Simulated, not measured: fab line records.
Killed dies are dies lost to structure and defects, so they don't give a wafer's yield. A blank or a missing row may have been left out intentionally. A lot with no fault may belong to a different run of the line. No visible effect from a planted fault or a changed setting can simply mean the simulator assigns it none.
What tool caused it? -- flow gf180mcu -- 42 wafers from 14 lots sampled at 5 of the route's 602 steps

== WHAT THE GAUGES READ, wafer by wafer ==
GF_HV_LDD_RS_MEAS_53: measures by four-point-probe.
lot,measured,on,HV_LDD_RS (ohm/sq)
L544,day 12 18:55,film-metro-02,419.4 419.1 420.6
L546,day 13 11:53,film-metro-04,415.9 416.7 416.1
L548,day 13 15:02,film-metro-02,418.4 417.8 417.7
L549,day 14 12:29,film-metro-04,418.5 417.9 417.4
L550,day 14 12:47,film-metro-01,416.3 417.4 417.0
L551,day 14 13:38,film-metro-04,417.0 417.8 417.9
L552,day 15 11:19,film-metro-02,417.5 417.9 417.4
L553,day 15 11:35,film-metro-02,418.8 418.1 419.1
L555,day 15 22:59,film-metro-01,416.9 417.0 417.1
L557,day 17 08:48,film-metro-04,414.6 414.1 413.8
L559,day 17 15:19,film-metro-04,412.7 412.2 412.9
L560,day 17 15:50,film-metro-01,417.9 419.0 417.7
L562,day 18 12:53,film-metro-01,414.5 414.1 415.1
L567,day 20 11:38,film-metro-01,417.1 418.5 418.6

GF_V1_THK_MEAS_01.
lot,measured,on,V1_CVD_00_THK (nm)
L544,day 17 13:44,film-metro-03,604 606 599
L546,day 18 10:19,film-metro-03,590 601 602
L548,day 18 16:42,film-metro-01,613 607 611
L549,day 19 15:02,film-metro-04,590 612 592
L550,day 19 18:47,film-metro-03,600 600 597
L551,day 19 17:18,film-metro-03,607 606 597
L552,day 20 15:21,film-metro-04,608 601 604
L553,day 20 18:02,film-metro-04,607 599 594
L555,day 21 03:17,film-metro-01,605 598 594
L557,day 22 17:50,film-metro-04,597 599 608
L559,day 23 00:13,film-metro-01,608 599 591
L560,day 22 22:58,film-metro-03,599 607 610
L562,day 23 19:56,film-metro-03,599 603 603
L567,day 25 14:01,film-metro-03,598 599 599

GF_V1_CD_MEAS_14 targets a cd of 260 nm.
lot,measured,on,cd-nm (nm)
L544,day 18 13:43,cd-sem-02,261.5 261.8 261.4
L546,day 19 11:25,cd-sem-01,261.1 261.7 261.9
L548,day 19 17:52,cd-sem-01,260.0 261.7 261.8
L549,day 20 15:06,cd-sem-01,261.1 261.0 260.2
L550,day 20 19:13,cd-sem-02,260.5 261.2 261.4
L551,day 20 17:08,cd-sem-01,260.5 259.6 260.2
L552,day 21 16:14,cd-sem-02,262.0 261.8 261.4
L553,day 21 18:22,cd-sem-01,260.9 260.8 259.5
L555,day 22 03:20,cd-sem-01,261.0 261.1 260.6
L557,day 23 16:45,cd-sem-01,262.2 261.9 263.2
L559,day 23 22:48,cd-sem-01,259.2 259.3 259.8
L560,day 23 22:27,cd-sem-02,260.0 261.0 260.3
L562,day 24 18:28,cd-sem-02,262.0 261.4 262.7
L567,day 26 11:21,cd-sem-01,258.7 259.0 259.3

== TOOL THAT RAN EACH LOT (tool first, then ch and the chambers of the sampled wafers, then the start) ==
lot,GF_HV_LDD_RTA_52,GF_SALICIDE_RTA_06
L544,"rtp-anneal-02 ch 0, day 12 18:50","rtp-anneal-02 ch 0, day 15 13:47"
L546,"rtp-anneal-01 ch 0, day 13 11:49","rtp-anneal-01 ch 0, day 16 08:41"
L548,"rtp-anneal-01 ch 0, day 13 14:57","rtp-anneal-01 ch 0, day 16 15:05"
L549,"rtp-anneal-01 ch 0, day 14 12:25","rtp-anneal-01 ch 0, day 17 12:05"
L550,"rtp-anneal-02 ch 0, day 14 12:43","rtp-anneal-01 ch 0, day 17 15:23"
L551,"rtp-anneal-01 ch 0, day 14 13:34","rtp-anneal-02 ch 0, day 17 14:45"
L552,"rtp-anneal-02 ch 0, day 15 11:14","rtp-anneal-02 ch 0, day 18 11:44"
L553,"rtp-anneal-01 ch 0, day 15 11:31","rtp-anneal-01 ch 0, day 18 14:43"
L555,"rtp-anneal-02 ch 0, day 15 22:55","rtp-anneal-02 ch 0, day 19 00:01"
L557,"rtp-anneal-02 ch 0, day 17 08:44","rtp-anneal-01 ch 0, day 20 14:33"
L559,"rtp-anneal-02 ch 0, day 17 15:14","rtp-anneal-02 ch 0, day 20 20:22"
L560,"rtp-anneal-01 ch 0, day 17 15:46","rtp-anneal-01 ch 0, day 20 20:14"
L562,"rtp-anneal-02 ch 0, day 18 12:49","rtp-anneal-02 ch 0, day 21 18:41"
L567,"rtp-anneal-01 ch 0, day 20 11:34","rtp-anneal-02 ch 0, day 23 14:17"
- GF_HV_LDD_RTA_52: time 10 s.
- GF_SALICIDE_RTA_06: time 30 s.

== WHAT THE TOOLS THEMSELVES READ (means of the sampled wafers that have a number; where no wafer has one, the mark that the record gives instead) ==
GF_HV_LDD_RTA_52.
lot,tool,lamp-power-pct (%),wafer_temp_C_max
L544,rtp-anneal-02,31.9,1003.3
L546,rtp-anneal-01,33.5,1004.5
L548,rtp-anneal-01,33.5,1004.3
L549,rtp-anneal-01,33.5,1003.5
L550,rtp-anneal-02,31.9,1004.4
L551,rtp-anneal-01,33.5,1005.0
L552,rtp-anneal-02,31.9,1003.9
L553,rtp-anneal-01,33.5,1004.5
L555,rtp-anneal-02,31.9,1002.7
L557,rtp-anneal-02,23.6,886.9
L559,rtp-anneal-02,23.6,887.2
L560,rtp-anneal-01,33.5,1004.6
L562,rtp-anneal-02,23.5,887.6
L567,rtp-anneal-01,33.5,1003.7

GF_SALICIDE_RTA_06.
lot,tool,lamp-power-pct (%),wafer_temp_C_max
L544,rtp-anneal-02,6.01,531.8
L546,rtp-anneal-01,6.31,532.1
L548,rtp-anneal-01,6.32,532.1
L549,rtp-anneal-01,6.30,532.5
L550,rtp-anneal-01,6.31,532.6
L551,rtp-anneal-02,6.01,531.9
L552,rtp-anneal-02,6.01,531.7
L553,rtp-anneal-01,6.31,532.5
L555,rtp-anneal-02,6.01,531.8
L557,rtp-anneal-01,6.32,532.5
L559,rtp-anneal-02,6.01,531.5
L560,rtp-anneal-01,6.31,532.6
L562,rtp-anneal-02,6.01,531.5
L567,rtp-anneal-02,6.01,531.3

== THE ANSWER, worked out from the rows above alone ==
Rule: what is usual is taken from the lots themselves. The widest of any qualifying gaps counts: lots, ordered by their means at a reading, are off when they make up no more than a third of the lots, leave a main group of 4 or more, and stand apart from it by 3 or more times the standard deviation of that group's means. A main group is skipped when, at the precision printed for the reading in the tables above, its means are all equal. Also off: a lot with no number at a reading for which 4 or more lots have one. Where the step has rows for the other lots, those lots are counted as sound. First the gauges in route order, then the tools' own readings, where a lot's mean is used as printed above. At the first step where some lot is off, the reading lying furthest off is the one used; lots without a number count as furthest.
Off at GF_HV_LDD_RTA_52 (wafer_temp_C_max): L557, L559, L562. Mean 1004.0 and standard deviation 0.65 in the main group.
If a tool, at that step or one of the process steps before it, ran each lot that is off and ran no sound lot following the first of them, it fits. One fits: rtp-anneal-02 at GF_HV_LDD_RTA_52. Its last sound lot is L555 (day 15 22:55), its first lot that is off L557 (day 17 08:44): a fault that began between those two fits.
The tool's own readings at GF_HV_LDD_RTA_52 bear it out: on the lots that are off they differ by more than 5 times the standard deviation of the sound lots' means. lamp-power-pct reads 23.6 % there against 32.9 % on the sound lots; wafer_temp_C_max reads 887.2 there against 1004.0 on the sound lots.

== WHAT THE SIMULATOR HAD PUT IN ==
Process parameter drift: rtp-anneal-02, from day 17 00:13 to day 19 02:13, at GF_HV_LDD_RTA_52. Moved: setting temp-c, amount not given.
Struck lots among those shown: L557, L559, L562. The rule above found the same.
